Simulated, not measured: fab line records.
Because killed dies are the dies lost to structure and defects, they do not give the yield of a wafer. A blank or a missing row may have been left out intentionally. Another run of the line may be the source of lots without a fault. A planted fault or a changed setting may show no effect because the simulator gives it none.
What tool caused it? | flow sky130 | Sampling: 6 lots, 18 wafers, 3 of 708 route steps

WHAT EACH GAUGE READ, for each wafer
SKY_VIA1_THK_MEAS_01.
lot  | measured     | on            | VIA1_HDPCVD_THK (nm)
L922 | day 33 10:50 | film-metro-01 | 1034 1028 1029
L924 | day 34 06:11 | film-metro-03 | 1036 1023 1026
L928 | day 35 06:46 | film-metro-02 | 1022 1025 1021
L929 | day 35 21:43 | film-metro-01 | 1005 1029 1029
L936 | day 37 17:59 | film-metro-01 | 815 833 828
L941 | day 39 14:43 | film-metro-03 | 1036 1031 1028

TOOL THAT RAN EACH LOT (tool first, then ch and the chambers of the sampled wafers, then the start)
lot  | SKY_METAL1_SPUTTER_00        | SKY_VIA1_HDPCVD_00
L922 | pvd-sputter-01, day 32 06:08 | hdpcvd-01 ch 1,2, day 33 10:42
L924 | pvd-sputter-03, day 33 02:22 | hdpcvd-02 ch 0,1,2, day 34 06:04
L928 | pvd-sputter-01, day 34 03:17 | hdpcvd-01 ch 0,1, day 35 06:39
L929 | pvd-sputter-01, day 34 18:37 | hdpcvd-01 ch 1,2, day 35 21:37
L936 | pvd-sputter-01, day 36 14:31 | hdpcvd-02 ch 1,2, day 37 17:52
L941 | pvd-sputter-02, day 38 12:13 | hdpcvd-01 ch 0,2, day 39 14:35
- SKY_METAL1_SPUTTER_00: material Ti, target thk 15 nm, time 10 s.
- SKY_VIA1_HDPCVD_00: deposits SiO2, target thk 1030 nm, time 171.7 s.

THE ANSWER, worked out from the rows above alone
Rule: the usual values come from the lots themselves. Put in order of their means at a reading, lots are off if they are a third of the lots or fewer, leave a main group of 4 or more, and stand apart from it by a gap of 3 or more times the standard deviation of the main group's means; of several such gaps the widest counts. A main group whose means are all the same, to the digits that the tables above print for the reading, isn't used. Also off: a lot with no number at a reading for which 4 or more lots have one. Where the step has rows for the other lots, those lots are counted as sound.
Off: L936, at SKY_VIA1_THK_MEAS_01 (VIA1_HDPCVD_THK). The main group has a mean of 1027 nm with a standard deviation of 4.2.
A tool fits if, at a process step before that reading, it ran every lot that is off, and no sound lot after the first of them. Gauges at SKY_VIA1_THK_MEAS_01: tried the same way as those tools. Can't be told from this: 3 tools fit, pvd-sputter-01 at SKY_METAL1_SPUTTER_00, hdpcvd-02 at SKY_VIA1_HDPCVD_00, film-metro-01 at SKY_VIA1_THK_MEAS_01.

WHAT HAD BEEN PUT IN BY THE SIMULATOR
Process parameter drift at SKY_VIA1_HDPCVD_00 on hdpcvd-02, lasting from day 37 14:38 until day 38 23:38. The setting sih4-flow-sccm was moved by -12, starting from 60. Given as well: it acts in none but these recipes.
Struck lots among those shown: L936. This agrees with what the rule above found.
